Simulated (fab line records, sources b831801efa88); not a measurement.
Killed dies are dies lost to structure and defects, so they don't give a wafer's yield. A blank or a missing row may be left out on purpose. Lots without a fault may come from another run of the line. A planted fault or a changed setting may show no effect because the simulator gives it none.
Problem report in the 8D (eight disciplines) form, filled by code | flow gf180mcu | the parts of the form that need people (team, actions taken, sign-off) are left out

1. THE PROBLEM
V5_CVD_02_THK at GF_V5_THK_MEAS_03 reads a mean of 1581 nm on 2 wafers of 2 lots; wafers without a fault read 1445 nm with a standard deviation of 18. That is +7.6 standard deviations from the usual mean.
First seen on wafer L162.4, day 28 17:07, on film_metro-03. The record holds 36 wafers of 12 lots with a number at this step. Rule for "out", or "out of limits": more than 4 standard deviations from the usual mean. The other wafers with a number count as sound.

2. WHAT IT IS AND WHAT IT IS NOT
question                    | is                | is not
which readings at this step | V5_CVD_02_THK     | -
which lots                  | L162, L163        | L155, L156, L158, L169, L172, L173, L175, L176, L177, L178
which wafers of those lots  | L162.4, L163.4    | L162.2, L162.6, L163.3, L163.5
read on which gauges        | film_metro-03     | film_metro-02, film_metro-04
when                        | from day 28 17:07 | up to then (11 sound wafers); but 23 sound wafers of L163, L169, L172, L173, L175, L176, L177, L178 came after

3. SUSPECTS, AND WHAT RULES EACH OUT
Counting: a tool at a process step up to the reading stays a suspect if it ran every lot that is out. Sound lots after the first of them don't rule it out here, since some wafers of a struck lot are sound.
- the gauge at GF_V5_THK_MEAS_03: kept. All the wafers that are out were read on film_metro-03, and no step on other tools shows them out.
- pvd_sputter-02 at GF_MIM_SPUTTER_08 (material AlCu, target thk 200 nm, time 10.6 s): kept. It ran every lot that is out, first L162 (day 27 00:17); its last sound lot up to then is L155 (day 24 09:54).
- plasma_asher-03 at GF_MIM_STRIP_20 (strips in O2/N2): kept. It ran every lot that is out, first L162 (day 27 20:39); its last sound lot up to then is L158 (day 26 10:00).
- pecvd-01 at GF_V5_CVD_02 (deposits SiO2 from TEOS, target thk 1450 nm, time 163.28 s): kept. It ran every lot that is out, first L162 (day 28 17:01); its last sound lot up to then is L158 (day 27 08:28).
- Within pecvd-01 at GF_V5_CVD_02: the wafers that are out ran in chamber 1; their sound lot-mates ran in chamber 0.
Left after counting: pvd_sputter-02 at GF_MIM_SPUTTER_08, plasma_asher-03 at GF_MIM_STRIP_20, pecvd-01 at GF_V5_CVD_02, film_metro-03 at GF_V5_THK_MEAS_03.

4. THE CAUSE (what the simulator had put in)
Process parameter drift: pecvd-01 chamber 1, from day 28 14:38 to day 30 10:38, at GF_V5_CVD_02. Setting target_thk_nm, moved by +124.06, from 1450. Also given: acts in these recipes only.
Counting left 4 suspects, and this tool is among them.

5. THE CHAIN OF EFFECTS, in route order
Each row: a reading whose mean over the struck wafers that have a number lies more than 3 standard deviations from the usual. Only readings for which the record gives a usual standard deviation are gone through. hours: the time from each lot's start at the first step in this table that gives one to its start at this step, as a median over the lots. sigmas: the change in usual standard deviations.
hours | step              | reading       | usual   | on struck wafers | change | sigmas
0     | GF_V5_THK_MEAS_03 | V5_CVD_02_THK | 1445 nm | 1581             | +136   | +7.6

6. WHAT WOULD HAVE CAUGHT IT SOONER
In this record the first reading out of limits at a measuring or inspecting step was taken at day 28 17:07, 2 hours after the fault began at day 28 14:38.
Of the tool readings at GF_V5_CVD_02 for which the record gives a usual standard deviation, none was out on any struck wafer, so an alarm limit of 4 standard deviations on them would not have fired.
Of the lots that are out (2), L163 began GF_V5_CVD_02 on pecvd-01 after day 28 17:07. A hold on the tool at that time would have spared it.
